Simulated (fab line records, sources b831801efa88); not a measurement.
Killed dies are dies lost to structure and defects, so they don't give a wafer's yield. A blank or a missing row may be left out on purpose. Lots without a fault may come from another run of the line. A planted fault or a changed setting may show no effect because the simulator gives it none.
Which tool did it? | flow sky130 | 11 lots, 33 wafers sampled, at 4 steps of a route of 708

WHAT THE GAUGES READ, wafer by wafer
SKY_METAL3_OVL_MEAS_14.
lot  | measured     | on         | METAL3_OVL (nm)
L600 | day 38 15:37 | overlay-02 | 7 1 -2
L604 | day 40 04:09 | overlay-01 | 11 9 10
L605 | day 40 14:52 | overlay-01 | -7 -10 -9
L606 | day 40 20:26 | overlay-01 | -4 -11 -7
L614 | day 42 22:12 | overlay-01 | -2 8 8
L615 | day 42 23:39 | overlay-02 | 0 -3 -2
L616 | day 43 13:37 | overlay-02 | 5 8 2
L618 | day 44 02:23 | overlay-01 | 5 -2 9
L619 | day 44 09:21 | overlay-01 | 1 7 11
L621 | day 44 18:55 | overlay-01 | 2 1 4
L622 | day 44 23:30 | overlay-01 | 9 4 -1

WHICH TOOL RAN EACH LOT (tool, then ch and the chambers of the sampled wafers, then the start)
lot  | SKY_METAL2_SPUTTER_04        | SKY_METAL2_METAL_ETCH_19          | SKY_METAL2_STRIP_20
L600 | pvd_sputter-02, day 34 03:53 | rie_metal-02 ch 0,1, day 35 06:56 | plasma_asher-03 ch 0,1, day 35 07:01
L604 | pvd_sputter-02, day 35 20:02 | rie_metal-01 ch 0,1, day 36 22:05 | plasma_asher-04 ch 0,1, day 36 22:10
L605 | pvd_sputter-02, day 36 05:50 | rie_metal-01 ch 1, day 37 09:02   | plasma_asher-02 ch 0,1, day 37 09:11
L606 | pvd_sputter-02, day 36 12:20 | rie_metal-04 ch 0,1, day 37 14:16 | plasma_asher-04 ch 0,1, day 37 14:22
L614 | pvd_sputter-01, day 38 17:47 | rie_metal-01 ch 0,1, day 39 18:36 | plasma_asher-04 ch 0,1, day 39 18:43
L615 | pvd_sputter-03, day 38 20:41 | rie_metal-01 ch 0,1, day 39 21:13 | plasma_asher-04 ch 0,1, day 39 21:19
L616 | pvd_sputter-03, day 39 11:32 | rie_metal-04 ch 1, day 40 12:26   | plasma_asher-03 ch 0,1, day 40 12:35
L618 | pvd_sputter-02, day 40 00:20 | rie_metal-02 ch 0,1, day 41 01:25 | plasma_asher-04 ch 0,1, day 41 01:31
L619 | pvd_sputter-02, day 40 07:49 | rie_metal-04 ch 0,1, day 41 08:58 | plasma_asher-04 ch 0,1, day 41 09:04
L621 | pvd_sputter-02, day 40 17:50 | rie_metal-04 ch 0,1, day 41 18:22 | plasma_asher-04 ch 0,1, day 41 18:28
L622 | pvd_sputter-01, day 40 23:29 | rie_metal-04 ch 0,1, day 41 23:44 | plasma_asher-04 ch 0,1, day 41 23:49
- SKY_METAL2_SPUTTER_04: material TiN, target thk 70 nm, time 56.63 s.
- SKY_METAL2_METAL_ETCH_19: etches the open film in Cl2/BCl3, stops on SiO2, target depth 360 nm, time 78 s.
- SKY_METAL2_STRIP_20: strips in O2/N2.

THE ANSWER, worked out from the rows above alone
Rule: what is usual is taken from the lots themselves. Put in order of their means at a reading, lots are off if they are a third of the lots or fewer, leave a main group of 4 or more, and stand apart from it by a gap of 3 or more times the standard deviation of the main group's means; of several such gaps the widest counts. A main group whose means are all the same, to the digits that the tables above print for the reading, isn't used. A lot without any number at a reading at which 4 lots or more have one is off too. The other lots that the step has rows for count as sound.
No lot is off at any reading shown: from this, nothing can be told.

WHAT THE SIMULATOR HAD PUT IN
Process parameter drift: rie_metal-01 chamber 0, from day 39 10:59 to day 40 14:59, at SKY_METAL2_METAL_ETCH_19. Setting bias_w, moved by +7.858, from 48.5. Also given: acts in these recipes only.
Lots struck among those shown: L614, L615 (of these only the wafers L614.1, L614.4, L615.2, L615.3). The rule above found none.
